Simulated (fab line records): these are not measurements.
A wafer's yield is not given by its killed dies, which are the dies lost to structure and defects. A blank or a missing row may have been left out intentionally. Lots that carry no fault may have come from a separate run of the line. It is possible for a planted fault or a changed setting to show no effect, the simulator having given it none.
Matching of chambers -- flow sfqLine -- cmp-01 running SFQ_TRILAYER_I0_CMP_CMP_028: 4 sister chambers
The step polishes SiO2. 4 wafers are shown with their chamber, then 6 later ones without.

WAFERS, EACH WITH ITS CHAMBER
wafer,chamber,motorCurrentA (A)
L283.5,1,11.1
L299.2,3,11.2
L299.4,0,9.2
L299.6,2,11.4

WAFERS MISSING THEIR CHAMBER
wafer,motorCurrentA (A)
L300.2,12.6
L300.1,10.9
L300.5,11.2
L301.1,10.7
L301.2,11.5
L301.3,11.0

WHICH CHAMBER EACH WENT THROUGH
wafer,from the rows above,in truth
L300.2,can't be placed: 2 or 3 or 1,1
L300.1,can't be placed: 1 or 3 or 2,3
L300.5,can't be placed: 3 or 1 or 2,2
L301.1,can't be placed: 1 or 3 or 2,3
L301.2,can't be placed: 2 or 3 or 1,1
L301.3,can't be placed: 1 or 3 or 2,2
Correctly placed: 0 of 6. Not placeable from these rows: 6 (in 6, the candidates include the true chamber). Placed wrongly: 0.
How it was worked out, from the rows above alone: a wafer's distance from a chamber is the root of the sum, over the readings, of the square of ((its reading less the chamber's mean) divided by the reading's scatter). If the next closest chamber is less than 2 further off than the closest, the wafer can't be placed; otherwise it belongs to the closest. Each chamber's mean is taken over the wafers shown for it. The scatter (one wafer shown for each chamber): square how far every hidden wafer sits from the nearest shown wafer, average those squares and take the square root.
